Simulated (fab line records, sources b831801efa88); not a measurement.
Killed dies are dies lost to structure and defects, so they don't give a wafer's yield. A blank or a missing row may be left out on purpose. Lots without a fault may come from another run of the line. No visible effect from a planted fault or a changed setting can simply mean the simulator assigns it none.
Code-filled problem report in 8D (eight disciplines) form    flow gf180mcu    the parts of the form that need people (team, actions taken, sign-off) are left out

1. THE ISSUE
At GF_V4_CMP_04, timeToEndpointS averages 27 s over 3 wafers from 2 lots, while fault-free wafers read 83 s, standard deviation 6.4. That is -8.8 standard deviations from the usual mean.
The step: polishes SiO2.
Earliest sighting: wafer L645.3 on cmp-01 at day 29 14:47. The record holds 42 wafers of 14 lots with a number at this step. Rule for "out", or "out of limits": more than 4 standard deviations from the usual mean. Any other wafer with a number is counted as sound.

2. WHAT IT IS; WHAT IT IS NOT
question                     is                      is not
which readings at this step  timeToEndpointS         edgeZonePressureFrac, motorCurrentA, retainingRingPressureFrac
which lots                   L645, L646              L627, L629, L631, L634, L635, L636, L637, L639, L640, L648, L649, L650
which wafers of those lots   L645.3, L646.1, L646.3  L645.5, L645.6, L646.6
read on which tools          cmp-01                  cmp-02
when                         from day 29 14:47       up to then (29 sound wafers); but 10 sound wafers of L646, L648, L649, L650 came after

3. THE SUSPECTS, EACH WITH WHAT RULES IT OUT
Counting: a tool at a process step up to the reading stays a suspect if it ran every lot that is out. Sound lots after the first of them don't rule it out here, since some wafers of a struck lot are sound.
- cmp-01 at GF_V4_CMP_04 (polishes SiO2): kept. Every lot that is out went through it, the first being L645 (day 29 14:47); the last sound lot it ran before that was L639 (day 27 22:23). Out on those wafers are its own readings of timeToEndpointS.
Left after counting: cmp-01 at GF_V4_CMP_04.

4. THE CAUSE (what the simulator had put in)
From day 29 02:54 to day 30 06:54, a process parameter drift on cmp-01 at GF_V4_CMP_04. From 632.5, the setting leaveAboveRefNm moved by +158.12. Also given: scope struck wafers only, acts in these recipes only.
After counting, this tool was the only one left.

5. THE CHAIN OF EFFECTS, in route order
Each row: a reading where the mean over the struck wafers with a number is more than 3 standard deviations away from the usual. Scope: only readings with a usual standard deviation given in the record; hours: median across lots of the time from each lot's start at the first step in this table that gives one to its start at this step; sigmas: change in usual standard deviations.
hours  step           reading          usual       on struck wafers  change  sigmas
0      GF_V4_CMP_04   timeToEndpointS  83 s        27                -56     -8.8
-      GF_V4_ETCH_17  oesProductAu     0.855 a.u.  0.972             +0.117  +28
Process steps it contains:
- GF_V4_CMP_04: polishes SiO2.
- GF_V4_ETCH_17: etches SiO2 in C4F8/O2/Ar, stops on TiN, target depth 630 nm.

6. HOW IT WOULD HAVE BEEN CAUGHT EARLIER
In this record no reading fell out of limits until day 29 14:47, 12 hours after the fault had begun at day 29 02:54.
